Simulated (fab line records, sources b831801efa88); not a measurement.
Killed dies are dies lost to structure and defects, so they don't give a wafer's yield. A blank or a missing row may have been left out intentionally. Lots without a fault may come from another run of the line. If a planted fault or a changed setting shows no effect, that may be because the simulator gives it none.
Comparing a struck lot with a sound one + flow gf180mcu + 14 steps out of a route of 602
Sound: the wafers L743.2, L743.3, L743.4. Struck: wafer L756.3 (left out: L756.2, a lot-mate that was not struck); the cause follows at the end.
For every step that has rows: the tool of each side, followed by ch and its chambers, followed by its first start. Under that, the readings that differ: sound wafers + struck wafers + difference of the means + sigmas: that difference in standard deviations of wafers without a fault.
alike: readings whose means differ by less than 2 such deviations, and words and numbers that are the same on both sides. not compared: withheld readings, readings that some wafer has no value for, bounds like >300 that may hide the same value, and numbers for which the record gives no deviation and whose values overlap.
The two part at a step that has a row with sigmas, a row that says differs or no value, or rows on one side only. Numbers that have no deviation but don't overlap get no sigmas and don't part them. A reading missing from all wafers of one side parts the sides only when that side holds two or more wafers.

GF_CONTACT_ETCH_17: etches SiO2 in C4F8/O2/Ar, stops on CoSi2, target depth 860 nm.
  sound on rieDiel-03 ch 0,2,3; struck on rieDiel-03 ch 0
  alike: chamberPressureMTorr, oesProductAu
GF_CONTACT_STRIP_18: strips in O2/N2.
  sound on plasmaAsher-04 ch 0,1, day 17 16:05; struck on plasmaAsher-01 ch 0, day 22 08:31
| reading             | sound             | struck | difference | sigmas |
|---------------------|-------------------|--------|------------|--------|
| heaterPowerW (W)    | 321 325 324       | 394    | +71        | +3     |
| oesProductAu (a.u.) | 0.579 0.572 0.575 | 0.586  | +0.011     | +2     |
  alike: chamberPressureMTorr, drypumpMotorCurrentA
  not compared: rfHoursCounterH
then, 5 steps without rows for these wafers: GF_CONTACT_CLEAN_19 (cleans in SPM); GF_CONTACT_CLEAN_20 (cleans in DIW); GF_CONTACT_CLEAN_21 (cleans in dHF, time 20 s); GF_CONTACT_SPUTTER_22 (material Ti, target thk 15 nm, time 80.02 s); GF_CONTACT_SPUTTER_23 (material TiN, target thk 10 nm, time 40 s).
GF_CONTACT_CVD_24: deposits W, target thk 300 nm, time 90.339 s.
  sound on cvdW-01 ch 0,1, day 17 16:29; struck on cvdW-01 ch 1, day 22 08:55
  alike: heaterPowerW
GF_CONTACT_RS_MEAS_25: a four-point-probe measurement.
  sound on filmMetro-04 at day 17 16:36; struck on filmMetro-01 at day 22 09:02
  alike: CONTACT_W_RS
GF_CONTACT_THK_MEAS_26: measures by xrf.
  sound on filmMetro-04 at day 17 16:43; struck on filmMetro-01 at day 22 09:09
  alike: CONTACT_W_THK
then, 1 step without rows for these wafers: GF_CONTACT_CMP_27 (polishes, stops on SiO2, t overpolish 15 s, target thk 0 nm).
GF_M1_SPUTTER_00: material Ti, target thk 37.5 nm, time 150 s.
  sound on pvdSputter-02 at day 17 17:04; struck on pvdSputter-03 at day 22 09:30
  alike: throttleValvePct
GF_M1_SPUTTER_01: material TiN, target thk 30 nm, time 25 s.
  sound on pvdSputter-02 at day 17 17:10; struck on pvdSputter-03 at day 22 09:36
  alike: throttleValvePct
  not compared: model.TiN_of_M1_SPUTTER_01.thkNm
GF_M1_SPUTTER_02: material AlCu, target thk 450 nm, time 23.9 s.
  sound on pvdSputter-02 at day 17 17:11; struck on pvdSputter-03 at day 22 09:38
  alike: throttleValvePct

## WHERE THEY PART
Only at GF_CONTACT_STRIP_18, as far as this record shows. Later steps at which nothing parts them and some readings are alike: GF_CONTACT_CVD_24, GF_CONTACT_RS_MEAS_25, GF_CONTACT_THK_MEAS_26, GF_M1_SPUTTER_00, GF_M1_SPUTTER_01, GF_M1_SPUTTER_02.

WHY: what had been put in by the simulator
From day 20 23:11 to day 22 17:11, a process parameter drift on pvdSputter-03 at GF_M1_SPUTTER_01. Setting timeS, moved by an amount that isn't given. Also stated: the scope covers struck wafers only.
